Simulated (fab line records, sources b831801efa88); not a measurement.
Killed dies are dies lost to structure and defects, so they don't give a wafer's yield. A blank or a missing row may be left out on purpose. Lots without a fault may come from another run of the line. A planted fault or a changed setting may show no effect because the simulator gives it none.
A struck lot beside a sound one | flow gf180mcu | 15 steps out of a route of 602
Sound: wafers L192.1, L192.3, L192.6. Struck: wafers L199.1, L199.3, L199.4. The cause comes at the end.
At each step with rows: each side's tool, then ch and its chambers, then its first start. Under that, the readings that differ: sound wafers | struck wafers | difference of the means | sigmas: that difference in standard deviations of wafers without a fault.
alike: readings whose means differ by less than 2 such deviations, and words and numbers that are the same on both sides. not compared: withheld readings, readings that some wafer has no value for, bounds like >300 that may hide the same value, and numbers for which the record gives no deviation and whose values overlap.
The two part at a step that has a row with sigmas, a row that says differs or no value, or rows on one side only. Numbers that don't overlap but have no deviation are shown without sigmas and don't part them. A reading that every wafer of one side lacks parts them only if that side has two wafers or more.

first, 1 step without rows for these wafers: GF_STI_CVD_03 (deposits Si3N4 from DCS/NH3, target thk 207.16 nm, time 3551 s).
GF_STI_THK_MEAS_04:
  sound on film_metro-02, day 1 18:55; struck on film_metro-02, day 3 06:06
  alike: STI_CVD_03_THK
then, 7 steps without rows for these wafers: GF_STI_DEHYDRATE_05 (time 60 s); GF_STI_HMDS_06 (prime time 60 s); GF_STI_COAT_07 (resist thk 700 nm); GF_STI_SOFTBAKE_08 (time 60 s); GF_STI_EXPOSE_09 (exposes mask COMP, target cd 220 nm); GF_STI_PEB_10 (peb time 90 s); GF_STI_DEVELOP_11 (develop time 60 s).
GF_STI_CD_MEAS_12: target cd 220 nm.
  sound on cd_sem-01, day 2 06:49; struck on cd_sem-02, day 3 19:13
  alike: cd_nm
GF_STI_ETCH_13: etches the open film in CHF3/O2, stops on Si, target depth 282.31 nm, time 112.9 s.
  sound on rie_diel-02 ch 1,2,3, day 2 06:56; struck on rie_diel-04 ch 0,2,3, day 3 19:20
  reading                        | sound             | struck            | difference | sigmas
  chamber_pressure_mTorr (mTorr) | 39.95 39.90 40.03 | 40.07 40.04 40.02 | +0.08      | +2
  alike: drypump_motor_current_A, oes_product_au, rf_fwd_power_W, throttle_valve_pct
  not compared: rf_hours_counter_h
GF_STI_ETCH_14: etches Si in HBr/Cl2/O2, target depth 360 nm, time 102.9 s.
  sound on rie_si-01 ch 1,2, day 2 07:01; struck on rie_si-02 ch 1,2,3, day 3 19:25
  reading               | sound             | struck            | difference | sigmas
  oes_product_au (a.u.) | 1.012 1.019 1.010 | 0.986 0.981 1.003 | -0.024     | -2
  alike: chamber_pressure_mTorr, drypump_motor_current_A, rf_fwd_power_W, throttle_valve_pct
  not compared: rf_hours_counter_h
GF_STI_STRIP_15: strips in O2/N2.
  sound on plasma_asher-01 ch 0,1, day 2 07:05; struck on plasma_asher-03 ch 0,1, day 3 19:29
  no value came back on the struck wafers for any of 5 readings (chamber_pressure_mTorr (mTorr), drypump_motor_current_A (A) and others); on the sound wafers chamber_pressure_mTorr (mTorr) reads 1500.1 1501.7 1499.7
  reading                              | sound | struck            | difference | sigmas
  model.KrF_of_STI_COAT_07.thk_nm (nm) | 0 0 0 | 317.9 316.4 320.5 | +318.3     |
  not compared: rf_hours_counter_h
then, 1 step without rows for these wafers: GF_STI_CLEAN_16 (cleans in dHF, time 25 s).
-- the record jumps here: 28 days lie between the struck wafers' starts before and after (it left off in module STI and takes up again in module PASSIVATION, whose first step shown is number 602 of the route) --
GF_PASSIVATION_PROBE_99:
  the record has rows for the struck wafers here (prober-02, day 31 15:49) and none for the sound ones

WHERE THEY PART
First at GF_STI_ETCH_13; last, within this record, at GF_PASSIVATION_PROBE_99.

WHY: what the simulator had put in
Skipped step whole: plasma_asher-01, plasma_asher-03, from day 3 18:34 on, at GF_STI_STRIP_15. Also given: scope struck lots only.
